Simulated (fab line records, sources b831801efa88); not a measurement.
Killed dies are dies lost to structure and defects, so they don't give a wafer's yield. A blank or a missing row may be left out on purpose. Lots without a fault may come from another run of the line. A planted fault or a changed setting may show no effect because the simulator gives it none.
Problem report in the 8D (eight disciplines) form, filled by code | flow gf180mcu | the parts of the form that need people (team, actions taken, sign-off) are left out

1. THE PROBLEM
PSD_TW at GF_PSD_TW_MEAS_11 reads a mean of 3389 on 6 wafers of 2 lots; wafers without a fault read 3200 with a standard deviation of 22. That is +8.6 standard deviations from the usual mean.
First seen on wafer L338.1, day 19 22:26, on film_metro-04. The record holds 33 wafers of 11 lots with a number at this step. Rule for "out", or "out of limits": more than 4 standard deviations from the usual mean. The other wafers with a number count as sound.

2. WHAT IT IS AND WHAT IT IS NOT
question                    | is                           | is not
which readings at this step | PSD_TW                       | -
which lots                  | L338, L339                   | L323, L324, L326, L329, L332, L333, L341, L343, L344
which wafers of those lots  | all that have a number       | -
read on which gauges        | film_metro-02, film_metro-04 | film_metro-01
when                        | from day 19 22:26            | up to then (18 sound wafers); but 9 sound wafers of L341, L343, L344 came after

3. SUSPECTS, AND WHAT RULES EACH OUT
Counting: a tool at a process step up to the reading stays a suspect if it ran every lot that is out and no sound lot after the first of them.
- the gauge at GF_PSD_TW_MEAS_11: ruled out. The wafers that are out were read on 2 gauges (film_metro-02, film_metro-04).
- implanter-01 at GF_PSD_IMPLANT_09: kept. It ran every lot that is out, first L338 (day 19 22:11), and no sound lot after that; its last sound lot up to then is L332 (day 17 12:05). Its own readings are out on those wafers: beam_on_s, end_station_pressure_torr, faraday_current_uA.
Left after counting: implanter-01 at GF_PSD_IMPLANT_09.

4. THE CAUSE (what the simulator had put in)
Process parameter drift: implanter-01, from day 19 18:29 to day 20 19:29, at GF_PSD_IMPLANT_09. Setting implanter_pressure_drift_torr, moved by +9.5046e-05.
Process parameter drift: implanter-01, from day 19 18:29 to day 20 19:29, at GF_PSD_IMPLANT_09. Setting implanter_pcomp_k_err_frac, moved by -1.
Counting left only this tool.

5. THE CHAIN OF EFFECTS, in route order
Each row: a reading whose mean over the struck wafers that have a number lies more than 3 standard deviations from the usual. Only readings for which the record gives a usual standard deviation are gone through. hours: the time from each lot's start at the first step in this table that gives one to its start at this step, as a median over the lots. sigmas: the change in usual standard deviations.
hours | step              | reading                   | usual         | on struck wafers | change    | sigmas
0     | GF_PSD_IMPLANT_09 | beam_on_s                 | 10.00 s       | 13.89            | +3.89     | +19
0     | GF_PSD_IMPLANT_09 | end_station_pressure_torr | 1.18e-05 Torr | 1.07e-04         | +9.53e-05 | +99 or more
0     | GF_PSD_IMPLANT_09 | faraday_current_uA        | 8245          | 6147             | -2098     | -12
0     | GF_PSD_STRIP_10   | oes_product_au            | 0.592 a.u.    | 0.571            | -0.021    | -4.9
0     | GF_PSD_STRIP_10   | strip_time_to_endpoint_s  | 16.59 s       | 17.61            | +1.02     | +26
0     | GF_PSD_TW_MEAS_11 | PSD_TW                    | 3200          | 3389             | +189      | +8.6
1     | GF_PSD_RS_MEAS_15 | PSD_RS                    | 108.57 ohm/sq | 103.03           | -5.54     | -21
The process steps in it:
- GF_PSD_IMPLANT_09
- GF_PSD_STRIP_10: strips in O2/N2.
Later measuring or inspecting steps at which every struck wafer that the step has a row for has a number for every such reading, and none has moved that far: GF_V1_THK_MEAS_03.

6. WHAT WOULD HAVE CAUGHT IT SOONER
In this record the first reading out of limits at a measuring or inspecting step was taken at day 19 22:26, 4 hours after the fault began at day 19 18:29.
The tool's own readings at GF_PSD_IMPLANT_09 were out on every struck wafer that the step has a row for (beam_on_s, end_station_pressure_torr, faraday_current_uA): an alarm limit on them would have fired on the first of those.
Of the lots that are out (2), L339 began GF_PSD_IMPLANT_09 on implanter-01 after day 19 22:26. A hold on the tool at that time would have spared it.
